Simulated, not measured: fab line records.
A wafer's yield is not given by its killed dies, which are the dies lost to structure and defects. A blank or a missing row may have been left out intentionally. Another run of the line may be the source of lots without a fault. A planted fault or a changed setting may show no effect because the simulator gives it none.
Which tool is to blame? / flow sky130 / 24 lots with 72 wafers sampled at 5 steps, on a route of 708 steps

== WHAT EACH GAUGE READ, for each wafer ==
SKY_CAP2M_OVL_MEAS_12.
lot=L074; measured=day 40 18:11; on=overlay-01; CAP2M_OVL (nm)=-1.2 -0.2 -0.2
lot=L075; measured=day 41 02:02; on=overlay-02; CAP2M_OVL (nm)=0.5 -0.3 -0.6
lot=L076; measured=day 41 10:59; on=overlay-01; CAP2M_OVL (nm)=-2.3 -0.8 -0.7
lot=L077; measured=day 41 20:08; on=overlay-01; CAP2M_OVL (nm)=0.9 2.0 2.7
lot=L079; measured=day 41 20:50; on=overlay-02; CAP2M_OVL (nm)=-0.5 1.2 0.7
lot=L078; measured=day 42 00:35; on=overlay-01; CAP2M_OVL (nm)=-0.8 -0.6 0.5
lot=L081; measured=day 42 13:59; on=overlay-02; CAP2M_OVL (nm)=-0.2 0.8 2.5
lot=L080; measured=day 42 18:08; on=overlay-02; CAP2M_OVL (nm)=-0.4 1.4 -0.5
lot=L082; measured=day 43 02:23; on=overlay-01; CAP2M_OVL (nm)=-1.4 -1.7 -1.0
lot=L083; measured=day 43 06:32; on=overlay-01; CAP2M_OVL (nm)=-1.6 0.3 -0.2
lot=L084; measured=day 43 16:14; on=overlay-02; CAP2M_OVL (nm)=-0.7 -2.7 -0.6
lot=L085; measured=day 43 22:56; on=overlay-02; CAP2M_OVL (nm)=0.2 -0.5 -1.9
lot=L086; measured=day 44 06:26; on=overlay-02; CAP2M_OVL (nm)=-0.8 2.3 -1.5
lot=L087; measured=day 44 11:11; on=overlay-01; CAP2M_OVL (nm)=2.4 1.1 -1.6
lot=L088; measured=day 44 21:23; on=overlay-02; CAP2M_OVL (nm)=-0.5 -2.4 -1.7
lot=L089; measured=day 44 23:23; on=overlay-02; CAP2M_OVL (nm)=-1.2 -0.5 -1.5
lot=L090; measured=day 45 01:50; on=overlay-02; CAP2M_OVL (nm)=-1.2 0.1 -1.0
lot=L091; measured=day 45 13:44; on=overlay-01; CAP2M_OVL (nm)=2.9 -0.1 3.0
lot=L092; measured=day 45 19:11; on=overlay-01; CAP2M_OVL (nm)=0.6 1.6 -1.3
lot=L093; measured=day 46 02:11; on=overlay-01; CAP2M_OVL (nm)=-0.9 -2.3 0.6
lot=L094; measured=day 46 04:50; on=overlay-01; CAP2M_OVL (nm)=-2.0 -1.1 -3.6
lot=L095; measured=day 46 13:29; on=overlay-01; CAP2M_OVL (nm)=-1.5 -1.7 -2.4
lot=L096; measured=day 46 16:59; on=overlay-01; CAP2M_OVL (nm)=-2.8 -1.2 -1.0
lot=L097; measured=day 46 18:29; on=overlay-01; CAP2M_OVL (nm)=1.1 -1.0 0.4

SKY_METAL4_OVL_MEAS_14.
lot=L074; measured=day 41 18:52; on=overlay-01; METAL4_OVL (nm)=-9 -10 -6
lot=L075; measured=day 42 03:37; on=overlay-01; METAL4_OVL (nm)=-5 -5 0
lot=L076; measured=day 42 12:00; on=overlay-02; METAL4_OVL (nm)=-4 -4 -4
lot=L077; measured=day 42 20:31; on=overlay-01; METAL4_OVL (nm)=-13 -12 -10
lot=L079; measured=day 42 21:11; on=overlay-02; METAL4_OVL (nm)=-2 -8 -4
lot=L078; measured=day 43 01:04; on=overlay-01; METAL4_OVL (nm)=-7 -3 -5
lot=L081; measured=day 43 13:23; on=overlay-02; METAL4_OVL (nm)=-4 -7 -10
lot=L080; measured=day 43 17:56; on=overlay-02; METAL4_OVL (nm)=-11 5 0
lot=L082; measured=day 44 01:47; on=overlay-01; METAL4_OVL (nm)=-4 7 0
lot=L083; measured=day 44 06:10; on=overlay-01; METAL4_OVL (nm)=-4 6 -5
lot=L084; measured=day 44 15:01; on=overlay-02; METAL4_OVL (nm)=-18 -17 -18
lot=L085; measured=day 44 21:49; on=overlay-02; METAL4_OVL (nm)=-1 -3 -5
lot=L086; measured=day 45 04:55; on=overlay-01; METAL4_OVL (nm)=-9 -5 -2
lot=L087; measured=day 45 09:30; on=overlay-01; METAL4_OVL (nm)=6 -1 -6
lot=L088; measured=day 45 18:25; on=overlay-02; METAL4_OVL (nm)=3 -2 1
lot=L089; measured=day 45 21:01; on=overlay-02; METAL4_OVL (nm)=2 -11 -6
lot=L090; measured=day 45 23:46; on=overlay-02; METAL4_OVL (nm)=-9 -13 -11
lot=L091; measured=day 46 11:37; on=overlay-02; METAL4_OVL (nm)=2 4 8
lot=L092; measured=day 46 16:49; on=overlay-01; METAL4_OVL (nm)=-4 -1 -1
lot=L093; measured=day 46 23:12; on=overlay-02; METAL4_OVL (nm)=9 9 5
lot=L094; measured=day 47 01:57; on=overlay-01; METAL4_OVL (nm)=-5 -5 -13
lot=L095; measured=day 47 10:10; on=overlay-02; METAL4_OVL (nm)=-8 -8 -7
lot=L096; measured=day 47 13:37; on=overlay-02; METAL4_OVL (nm)=-6 1 -6
lot=L097; measured=day 47 15:05; on=overlay-02; METAL4_OVL (nm)=-3 -8 -1

== WHICH TOOL RAN EACH LOT (tool, then ch and the chambers of the sampled wafers, then the start) ==
lot=L074; SKY_LOCAL_INTERCONNECT_ETCH_13=rie_metal-01 ch 1, day 30 11:11; SKY_METAL3_ETCH_17=rie_diel-03 ch 1,2, day 38 13:01; SKY_VIA3_ETCH_15=rie_diel-01 ch 1,2,3, day 39 15:57
lot=L075; SKY_LOCAL_INTERCONNECT_ETCH_13=rie_metal-03 ch 0,1, day 30 19:04; SKY_METAL3_ETCH_17=rie_diel-04 ch 0,2,3, day 38 21:20; SKY_VIA3_ETCH_15=rie_diel-02 ch 0,1,3, day 40 00:00
lot=L076; SKY_LOCAL_INTERCONNECT_ETCH_13=rie_metal-02 ch 0,1, day 31 05:50; SKY_METAL3_ETCH_17=rie_diel-03 ch 0,2,3, day 39 07:05; SKY_VIA3_ETCH_15=rie_diel-01 ch 0,2,3, day 40 09:06
lot=L077; SKY_LOCAL_INTERCONNECT_ETCH_13=rie_metal-03 ch 0,1, day 31 16:08; SKY_METAL3_ETCH_17=rie_diel-02 ch 0,1,3, day 39 15:41; SKY_VIA3_ETCH_15=rie_diel-03 ch 0,2,3, day 40 18:05
lot=L079; SKY_LOCAL_INTERCONNECT_ETCH_13=rie_metal-02 ch 0,1, day 31 16:55; SKY_METAL3_ETCH_17=rie_diel-03 ch 1,2, day 39 16:10; SKY_VIA3_ETCH_15=rie_diel-01 ch 0,2,3, day 40 18:44
lot=L078; SKY_LOCAL_INTERCONNECT_ETCH_13=rie_metal-01 ch 0,1, day 31 21:00; SKY_METAL3_ETCH_17=rie_diel-04 ch 0,1,3, day 39 19:37; SKY_VIA3_ETCH_15=rie_diel-02 ch 1,2,3, day 40 22:32
lot=L081; SKY_LOCAL_INTERCONNECT_ETCH_13=rie_metal-01 ch 0,1, day 32 12:05; SKY_METAL3_ETCH_17=rie_diel-04 ch 2,3, day 40 11:08; SKY_VIA3_ETCH_15=rie_diel-02 ch 1,2,3, day 41 12:51
lot=L080; SKY_LOCAL_INTERCONNECT_ETCH_13=rie_metal-01 ch 0,1, day 32 14:54; SKY_METAL3_ETCH_17=rie_diel-02 ch 1,2,3, day 40 14:05; SKY_VIA3_ETCH_15=rie_diel-01 ch 1,2,3, day 41 16:39
lot=L082; SKY_LOCAL_INTERCONNECT_ETCH_13=rie_metal-03 ch 1, day 32 23:44; SKY_METAL3_ETCH_17=rie_diel-03 ch 1,2, day 40 23:44; SKY_VIA3_ETCH_15=rie_diel-01 ch 1,2,3, day 42 01:21
lot=L083; SKY_LOCAL_INTERCONNECT_ETCH_13=rie_metal-02 ch 0,1, day 33 06:05; SKY_METAL3_ETCH_17=rie_diel-03 ch 0,1,2, day 41 03:59; SKY_VIA3_ETCH_15=rie_diel-02 ch 1,2,3, day 42 05:26
lot=L084; SKY_LOCAL_INTERCONNECT_ETCH_13=rie_metal-02 ch 0,1, day 33 15:51; SKY_METAL3_ETCH_17=rie_diel-03 ch 0,1,3, day 41 12:49; SKY_VIA3_ETCH_15=rie_diel-02 ch 0,2, day 42 14:08
lot=L085; SKY_LOCAL_INTERCONNECT_ETCH_13=rie_metal-02 ch 0,1, day 34 01:38; SKY_METAL3_ETCH_17=rie_diel-03 ch 1,3, day 41 21:37; SKY_VIA3_ETCH_15=rie_diel-03 ch 0,1,3, day 42 23:05
lot=L086; SKY_LOCAL_INTERCONNECT_ETCH_13=rie_metal-01 ch 0,1, day 34 09:36; SKY_METAL3_ETCH_17=rie_diel-02 ch 0,3, day 42 04:34; SKY_VIA3_ETCH_15=rie_diel-01 ch 1,3, day 43 05:50
lot=L087; SKY_LOCAL_INTERCONNECT_ETCH_13=rie_metal-03 ch 0,1, day 34 14:03; SKY_METAL3_ETCH_17=rie_diel-04 ch 0,2,3, day 42 08:46; SKY_VIA3_ETCH_15=rie_diel-03 ch 0,2,3, day 43 10:03
lot=L088; SKY_LOCAL_INTERCONNECT_ETCH_13=rie_metal-02 ch 0,1, day 35 00:17; SKY_METAL3_ETCH_17=rie_diel-02 ch 0,1,3, day 42 20:34; SKY_VIA3_ETCH_15=rie_diel-02 ch 1,3, day 43 21:26
lot=L089; SKY_LOCAL_INTERCONNECT_ETCH_13=rie_metal-01 ch 0,1, day 35 06:17; SKY_METAL3_ETCH_17=rie_diel-04 ch 1,3, day 42 23:31; SKY_VIA3_ETCH_15=rie_diel-02 ch 2,3, day 43 23:33
lot=L090; SKY_LOCAL_INTERCONNECT_ETCH_13=rie_metal-02 ch 0,1, day 35 07:32; SKY_METAL3_ETCH_17=rie_diel-02 ch 0,1,3, day 43 01:40; SKY_VIA3_ETCH_15=rie_diel-03 ch 0,2,3, day 44 01:35
lot=L091; SKY_LOCAL_INTERCONNECT_ETCH_13=rie_metal-02 ch 0,1, day 36 00:14; SKY_METAL3_ETCH_17=rie_diel-04 ch 0,1,2, day 43 14:59; SKY_VIA3_ETCH_15=rie_diel-02 ch 0,2,3, day 44 14:45
lot=L092; SKY_LOCAL_INTERCONNECT_ETCH_13=rie_metal-03 ch 0, day 36 05:20; SKY_METAL3_ETCH_17=rie_diel-03 ch 1,2,3, day 43 20:13; SKY_VIA3_ETCH_15=rie_diel-02 ch 0,1, day 44 20:20
lot=L093; SKY_LOCAL_INTERCONNECT_ETCH_13=rie_metal-02 ch 0,1, day 36 13:13; SKY_METAL3_ETCH_17=rie_diel-02 ch 0,1, day 44 04:46; SKY_VIA3_ETCH_15=rie_diel-01 ch 0,1,2, day 45 04:00
lot=L094; SKY_LOCAL_INTERCONNECT_ETCH_13=rie_metal-01 ch 0,1, day 36 19:53; SKY_METAL3_ETCH_17=rie_diel-03 ch 1,2,3, day 44 07:04; SKY_VIA3_ETCH_15=rie_diel-03 ch 0,1,2, day 45 06:42
lot=L095; SKY_LOCAL_INTERCONNECT_ETCH_13=rie_metal-01 ch 0, day 37 04:35; SKY_METAL3_ETCH_17=rie_diel-04 ch 2,3, day 44 16:59; SKY_VIA3_ETCH_15=rie_diel-01 ch 2,3, day 45 15:57
lot=L096; SKY_LOCAL_INTERCONNECT_ETCH_13=rie_metal-03 ch 0,1, day 37 07:05; SKY_METAL3_ETCH_17=rie_diel-03 ch 0,1,2, day 44 19:58; SKY_VIA3_ETCH_15=rie_diel-01 ch 1,2,3, day 45 18:33
lot=L097; SKY_LOCAL_INTERCONNECT_ETCH_13=rie_metal-01 ch 0,1, day 37 10:47; SKY_METAL3_ETCH_17=rie_diel-02 ch 0,1,2, day 44 21:11; SKY_VIA3_ETCH_15=rie_diel-01 ch 1,2,3, day 45 20:30
- SKY_LOCAL_INTERCONNECT_ETCH_13: etches BARC in N2/H2, stops on SiO2, time 45.9 s, target depth 60 nm.
- SKY_METAL3_ETCH_17: etches SiO2 in C4F8/O2/Ar, stops on TiN, time 3.9 s, target depth 15 nm.
- SKY_VIA3_ETCH_15: etches SiO2 in C4F8/O2/Ar, stops on TiN, target depth 507 nm, time 78 s.

== WHAT THE TOOLS THEMSELVES READ (means of the sampled wafers that have a number; where no wafer has one, the mark that the record gives instead) ==
SKY_LOCAL_INTERCONNECT_ETCH_13.
lot=L074; tool=rie_metal-01; drypump_motor_current_A (A)=5.4; oes_product_au (a.u.)=0.856; throttle_valve_pct (%)=13.231
lot=L075; tool=rie_metal-03; drypump_motor_current_A (A)=5.9; oes_product_au (a.u.)=0.849; throttle_valve_pct (%)=13.223
lot=L076; tool=rie_metal-02; drypump_motor_current_A (A)=5.0; oes_product_au (a.u.)=0.854; throttle_valve_pct (%)=13.234
lot=L077; tool=rie_metal-03; drypump_motor_current_A (A)=5.9; oes_product_au (a.u.)=0.854; throttle_valve_pct (%)=13.222
lot=L079; tool=rie_metal-02; drypump_motor_current_A (A)=5.0; oes_product_au (a.u.)=0.857; throttle_valve_pct (%)=13.223
lot=L078; tool=rie_metal-01; drypump_motor_current_A (A)=5.5; oes_product_au (a.u.)=0.861; throttle_valve_pct (%)=13.229
lot=L081; tool=rie_metal-01; drypump_motor_current_A (A)=5.4; oes_product_au (a.u.)=0.851; throttle_valve_pct (%)=13.221
lot=L080; tool=rie_metal-01; drypump_motor_current_A (A)=5.5; oes_product_au (a.u.)=0.860; throttle_valve_pct (%)=13.220
lot=L082; tool=rie_metal-03; drypump_motor_current_A (A)=6.3; oes_product_au (a.u.)=0.856; throttle_valve_pct (%)=13.234
lot=L083; tool=rie_metal-02; drypump_motor_current_A (A)=5.0; oes_product_au (a.u.)=0.856; throttle_valve_pct (%)=13.216
lot=L084; tool=rie_metal-02; drypump_motor_current_A (A)=5.0; oes_product_au (a.u.)=0.859; throttle_valve_pct (%)=13.231
lot=L085; tool=rie_metal-02; drypump_motor_current_A (A)=5.2; oes_product_au (a.u.)=0.853; throttle_valve_pct (%)=13.226
lot=L086; tool=rie_metal-01; drypump_motor_current_A (A)=5.5; oes_product_au (a.u.)=0.861; throttle_valve_pct (%)=13.219
lot=L087; tool=rie_metal-03; drypump_motor_current_A (A)=5.9; oes_product_au (a.u.)=0.857; throttle_valve_pct (%)=13.220
lot=L088; tool=rie_metal-02; drypump_motor_current_A (A)=5.2; oes_product_au (a.u.)=0.848; throttle_valve_pct (%)=13.229
lot=L089; tool=rie_metal-01; drypump_motor_current_A (A)=5.4; oes_product_au (a.u.)=0.853; throttle_valve_pct (%)=13.227
lot=L090; tool=rie_metal-02; drypump_motor_current_A (A)=5.2; oes_product_au (a.u.)=0.851; throttle_valve_pct (%)=13.212
lot=L091; tool=rie_metal-02; drypump_motor_current_A (A)=5.3; oes_product_au (a.u.)=0.852; throttle_valve_pct (%)=13.231
lot=L092; tool=rie_metal-03; drypump_motor_current_A (A)=5.2; oes_product_au (a.u.)=0.852; throttle_valve_pct (%)=13.226
lot=L093; tool=rie_metal-02; drypump_motor_current_A (A)=5.2; oes_product_au (a.u.)=0.853; throttle_valve_pct (%)=13.221
lot=L094; tool=rie_metal-01; drypump_motor_current_A (A)=5.5; oes_product_au (a.u.)=0.864; throttle_valve_pct (%)=13.228
lot=L095; tool=rie_metal-01; drypump_motor_current_A (A)=5.5; oes_product_au (a.u.)=0.857; throttle_valve_pct (%)=13.224
lot=L096; tool=rie_metal-03; drypump_motor_current_A (A)=5.6; oes_product_au (a.u.)=0.853; throttle_valve_pct (%)=13.227
lot=L097; tool=rie_metal-01; drypump_motor_current_A (A)=5.4; oes_product_au (a.u.)=0.853; throttle_valve_pct (%)=13.223

SKY_METAL3_ETCH_17.
lot=L074; tool=rie_diel-03; oes_product_au (a.u.)=0.751
lot=L075; tool=rie_diel-04; oes_product_au (a.u.)=0.753
lot=L076; tool=rie_diel-03; oes_product_au (a.u.)=0.758
lot=L077; tool=rie_diel-02; oes_product_au (a.u.)=0.755
lot=L079; tool=rie_diel-03; oes_product_au (a.u.)=0.746
lot=L078; tool=rie_diel-04; oes_product_au (a.u.)=0.755
lot=L081; tool=rie_diel-04; oes_product_au (a.u.)=0.754
lot=L080; tool=rie_diel-02; oes_product_au (a.u.)=0.747
lot=L082; tool=rie_diel-03; oes_product_au (a.u.)=0.748
lot=L083; tool=rie_diel-03; oes_product_au (a.u.)=0.755
lot=L084; tool=rie_diel-03; oes_product_au (a.u.)=0.756
lot=L085; tool=rie_diel-03; oes_product_au (a.u.)=0.751
lot=L086; tool=rie_diel-02; oes_product_au (a.u.)=0.753
lot=L087; tool=rie_diel-04; oes_product_au (a.u.)=0.751
lot=L088; tool=rie_diel-02; oes_product_au (a.u.)=0.751
lot=L089; tool=rie_diel-04; oes_product_au (a.u.)=0.758
lot=L090; tool=rie_diel-02; oes_product_au (a.u.)=0.756
lot=L091; tool=rie_diel-04; oes_product_au (a.u.)=0.758
lot=L092; tool=rie_diel-03; oes_product_au (a.u.)=0.765
lot=L093; tool=rie_diel-02; oes_product_au (a.u.)=0.755
lot=L094; tool=rie_diel-03; oes_product_au (a.u.)=0.751
lot=L095; tool=rie_diel-04; oes_product_au (a.u.)=0.754
lot=L096; tool=rie_diel-03; oes_product_au (a.u.)=0.757
lot=L097; tool=rie_diel-02; oes_product_au (a.u.)=0.749

SKY_VIA3_ETCH_15.
lot=L074; tool=rie_diel-01; oes_product_au (a.u.)=0.951
lot=L075; tool=rie_diel-02; oes_product_au (a.u.)=0.947
lot=L076; tool=rie_diel-01; oes_product_au (a.u.)=0.947
lot=L077; tool=rie_diel-03; oes_product_au (a.u.)=0.942
lot=L079; tool=rie_diel-01; oes_product_au (a.u.)=0.946
lot=L078; tool=rie_diel-02; oes_product_au (a.u.)=0.947
lot=L081; tool=rie_diel-02; oes_product_au (a.u.)=0.943
lot=L080; tool=rie_diel-01; oes_product_au (a.u.)=0.944
lot=L082; tool=rie_diel-01; oes_product_au (a.u.)=0.950
lot=L083; tool=rie_diel-02; oes_product_au (a.u.)=0.944
lot=L084; tool=rie_diel-02; oes_product_au (a.u.)=0.948
lot=L085; tool=rie_diel-03; oes_product_au (a.u.)=0.946
lot=L086; tool=rie_diel-01; oes_product_au (a.u.)=0.945
lot=L087; tool=rie_diel-03; oes_product_au (a.u.)=0.951
lot=L088; tool=rie_diel-02; oes_product_au (a.u.)=0.946
lot=L089; tool=rie_diel-02; oes_product_au (a.u.)=0.951
lot=L090; tool=rie_diel-03; oes_product_au (a.u.)=0.941
lot=L091; tool=rie_diel-02; oes_product_au (a.u.)=0.948
lot=L092; tool=rie_diel-02; oes_product_au (a.u.)=0.946
lot=L093; tool=rie_diel-01; oes_product_au (a.u.)=0.944
lot=L094; tool=rie_diel-03; oes_product_au (a.u.)=0.944
lot=L095; tool=rie_diel-01; oes_product_au (a.u.)=0.947
lot=L096; tool=rie_diel-01; oes_product_au (a.u.)=0.944
lot=L097; tool=rie_diel-01; oes_product_au (a.u.)=0.941

== THE ANSWER, worked out from the rows above alone ==
Rule: the lots themselves supply what counts as usual. The widest of any qualifying gaps counts: lots, ordered by their means at a reading, are off when they make up no more than a third of the lots, leave a main group of 4 or more, and stand apart from it by 3 or more times the standard deviation of that group's means. If all means in a main group match to the digits the tables above print for the reading, that group is not used. Also off: a lot with no number at a reading for which 4 or more lots have one. Any other lot the step has rows for is counted as sound. Order of review: gauges by route order, followed by the tools' own readings, for which a lot's mean as printed above is used. At the first step where some lot is off, the reading lying furthest off is the one used; lots without a number count as furthest.
Nothing can be told from this: no lot is off at any reading shown.

== WHAT THE SIMULATOR PUT IN ==
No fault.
